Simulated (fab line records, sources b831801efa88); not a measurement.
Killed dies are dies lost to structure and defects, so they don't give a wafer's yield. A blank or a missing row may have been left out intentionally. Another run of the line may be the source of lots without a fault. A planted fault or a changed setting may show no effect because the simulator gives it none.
The tool behind it: which one? + flow gf180mcu + 39 wafers from 13 lots sampled at 5 of the route's 602 steps

== WHAT THE GAUGES READ, wafer by wafer ==
GF_POLY_GATE_THK_MEAS_17. Usual: for POLY_GATE_OXIDATION_THK the level is 3.98 nm and the standard deviation is 0.09.
| lot  | measured     | on           | POLY_GATE_OXIDATION_THK (nm) | flag |
|------|--------------|--------------|------------------------------|------|
| L249 | day 9 07:52  | filmMetro-02 | 3.97 4.00 3.95               |      |
| L250 | day 9 13:25  | filmMetro-02 | 3.98 3.94 3.96               |      |
| L252 | day 10 06:47 | filmMetro-01 | 3.96 3.95 3.98               |      |
| L254 | day 10 20:47 | filmMetro-03 | 3.99 4.08 3.99               |      |
| L256 | day 11 13:59 | filmMetro-02 | 3.83 3.81 3.79               |      |
| L257 | day 11 13:59 | filmMetro-01 | 3.81 3.82 3.84               |      |
| L261 | day 12 19:56 | filmMetro-02 | 3.89 4.02 4.06               |      |
| L262 | day 13 04:02 | filmMetro-03 | 4.05 3.94 4.01               |      |
| L263 | day 13 13:21 | filmMetro-01 | 4.11 4.12 4.00               |      |
| L267 | day 14 12:13 | filmMetro-01 | 3.99 3.91 3.99               |      |
| L268 | day 14 23:33 | filmMetro-03 | 4.04 4.03 4.07               |      |
| L270 | day 15 13:38 | filmMetro-03 | 4.04 4.07 4.06               |      |
| L271 | day 15 16:52 | filmMetro-01 | 4.02 3.97 3.85               |      |

GF_HV_LDD_CD_MEAS_07: the cd target is 400 nm. Usual: cdNm reads 400.7 nm (standard deviation 2.3).
| lot  | measured     | on       | cdNm (nm)         | flag |
|------|--------------|----------|-------------------|------|
| L249 | day 10 00:53 | cdSem-02 | 402.3 401.3 397.6 |      |
| L250 | day 10 07:27 | cdSem-01 | 396.7 397.4 399.6 |      |
| L252 | day 11 00:22 | cdSem-02 | 402.2 398.1 398.3 |      |
| L254 | day 11 15:08 | cdSem-02 | 398.7 398.7 398.1 |      |
| L256 | day 12 07:44 | cdSem-01 | 397.2 402.6 402.1 |      |
| L257 | day 12 08:11 | cdSem-02 | 398.0 396.2 396.9 |      |
| L261 | day 13 15:32 | cdSem-01 | 404.6 402.8 403.7 |      |
| L262 | day 13 23:55 | cdSem-01 | 400.9 403.4 402.6 |      |
| L263 | day 14 09:47 | cdSem-02 | 402.1 399.6 403.5 |      |
| L267 | day 15 09:26 | cdSem-01 | 397.7 399.2 398.5 |      |
| L268 | day 15 20:55 | cdSem-02 | 398.8 398.5 399.7 |      |
| L270 | day 16 11:56 | cdSem-02 | 403.1 403.2 402.2 |      |
| L271 | day 16 15:10 | cdSem-01 | 398.9 398.0 398.9 |      |

GF_HV_LDD_CD_MEAS_31: the cd target is 400 nm. Usual: cdNm reads 400.3 nm (standard deviation 1.8).
| lot  | measured     | on       | cdNm (nm)         | flag |
|------|--------------|----------|-------------------|------|
| L249 | day 11 13:36 | cdSem-01 | 401.6 400.0 399.0 |      |
| L250 | day 11 20:36 | cdSem-02 | 400.3 401.2 400.6 |      |
| L252 | day 12 13:43 | cdSem-02 | 401.8 400.7 401.1 |      |
| L254 | day 13 05:41 | cdSem-01 | 402.3 402.5 400.3 |      |
| L256 | day 13 23:35 | cdSem-02 | - - -             | OFF  |
| L257 | day 14 00:08 | cdSem-01 | 401.2 403.6 402.8 |      |
| L261 | day 15 10:20 | cdSem-01 | 398.8 398.4 397.7 |      |
| L262 | day 15 17:49 | cdSem-02 | 402.2 402.3 404.3 |      |
| L263 | day 16 04:41 | cdSem-01 | 403.4 405.1 403.2 |      |
| L267 | day 17 06:05 | cdSem-02 | 397.9 399.6 400.4 |      |
| L268 | day 17 17:37 | cdSem-01 | 396.4 397.1 398.0 |      |
| L270 | day 18 10:35 | cdSem-02 | 397.9 401.0 401.4 |      |
| L271 | day 18 14:25 | cdSem-02 | 399.4 398.1 401.2 |      |

GF_HV_LDD_TW_MEAS_38. Usual: for HV_LDD_3_TW the level is 1440 and the standard deviation is 9.2.
| lot  | measured     | on           | HV_LDD_3_TW    | flag |
|------|--------------|--------------|----------------|------|
| L249 | day 11 14:26 | filmMetro-01 | 1427 1427 1428 |      |
| L250 | day 11 21:26 | filmMetro-01 | 1435 1427 1426 |      |
| L252 | day 12 14:33 | filmMetro-02 | 1440 1447 1446 |      |
| L254 | day 13 06:32 | filmMetro-04 | 1432 1436 1432 |      |
| L256 | day 14 00:26 | filmMetro-04 | 30 30 30       | OFF  |
| L257 | day 14 00:59 | filmMetro-04 | 1443 1447 1446 |      |
| L261 | day 15 11:11 | filmMetro-04 | 1438 1436 1441 |      |
| L262 | day 15 18:39 | filmMetro-01 | 1431 1423 1431 |      |
| L263 | day 16 05:32 | filmMetro-02 | 1456 1453 1454 |      |
| L267 | day 17 06:56 | filmMetro-02 | 1459 1447 1457 |      |
| L268 | day 17 18:28 | filmMetro-01 | 1428 1431 1433 |      |
| L270 | day 18 11:26 | filmMetro-04 | 1445 1449 1448 |      |
| L271 | day 18 15:15 | filmMetro-02 | 1437 1443 1445 |      |

== WHICH TOOL RAN EACH LOT (tool, then ch and the chambers of the sampled wafers, then the start) ==
| lot  | GF_HV_LDD_EXPOSE_28                |
|------|------------------------------------|
| L249 | ilineStepper-02 ch 0, day 11 04:20 |
| L250 | ilineStepper-02 ch 0, day 11 11:50 |
| L252 | ilineStepper-01 ch 0, day 12 04:13 |
| L254 | ilineStepper-01 ch 0, day 12 19:51 |
| L256 | ilineStepper-01 ch 0, day 13 13:44 |
| L257 | ilineStepper-01 ch 0, day 13 13:58 |
| L261 | ilineStepper-02 ch 0, day 15 00:09 |
| L262 | ilineStepper-02 ch 0, day 15 07:34 |
| L263 | ilineStepper-02 ch 0, day 15 17:41 |
| L267 | ilineStepper-01 ch 0, day 16 18:59 |
| L268 | ilineStepper-01 ch 0, day 17 06:23 |
| L270 | ilineStepper-01 ch 0, day 17 22:40 |
| L271 | ilineStepper-01 ch 0, day 18 02:31 |
- GF_HV_LDD_EXPOSE_28: exposes mask Nplus HV AREA, target cd 400 nm.

== AS READ BY THE TOOLS THEMSELVES (means over the sampled wafers that have a number; for cases with no such wafer, the mark the record gives instead) ==
GF_HV_LDD_EXPOSE_28. Usual: exposureDoseMJCm2 reads 140.04 (standard deviation 0.13).
| lot  | tool            | exposureDoseMJCm2 | flag |
|------|-----------------|-------------------|------|
| L249 | ilineStepper-02 | 139.96            |      |
| L250 | ilineStepper-02 | 140.02            |      |
| L252 | ilineStepper-01 | 140.15            |      |
| L254 | ilineStepper-01 | 140.00            |      |
| L256 | ilineStepper-01 | 139.94            |      |
| L257 | ilineStepper-01 | 140.05            |      |
| L261 | ilineStepper-02 | 140.00            |      |
| L262 | ilineStepper-02 | 140.17            |      |
| L263 | ilineStepper-02 | 140.14            |      |
| L267 | ilineStepper-01 | 139.77            |      |
| L268 | ilineStepper-01 | 140.08            |      |
| L270 | ilineStepper-01 | 140.01            |      |
| L271 | ilineStepper-01 | 140.14            |      |

== THE ANSWER, worked out from the rows above alone ==
Rule: a lot counts as off when the mean over its wafers that have a number is more than 3 standard deviations away from the usual mean. A lot without any number at a reading at which 4 lots or more have one is off too. All remaining lots with rows at the step are treated as sound. Order of review: gauges by route order, followed by the tools' own readings, for which a lot's mean as printed above is used. At the first step where some lot is off, the reading lying furthest off is the one used; lots without a number count as furthest.
Off, at GF_HV_LDD_CD_MEAS_31 on cdNm: L256. Without a number there: L256.
A tool fits if, at a process step before that reading, it ran every lot that is off, and no sound lot after the first of them. The gauges at GF_HV_LDD_CD_MEAS_31 aren't tried: what is off there is off at GF_HV_LDD_TW_MEAS_38 too, on other tools, and a gauge's error can't cause that. No candidate that was tried fits.

== WHAT HAD BEEN PUT IN BY THE SIMULATOR ==
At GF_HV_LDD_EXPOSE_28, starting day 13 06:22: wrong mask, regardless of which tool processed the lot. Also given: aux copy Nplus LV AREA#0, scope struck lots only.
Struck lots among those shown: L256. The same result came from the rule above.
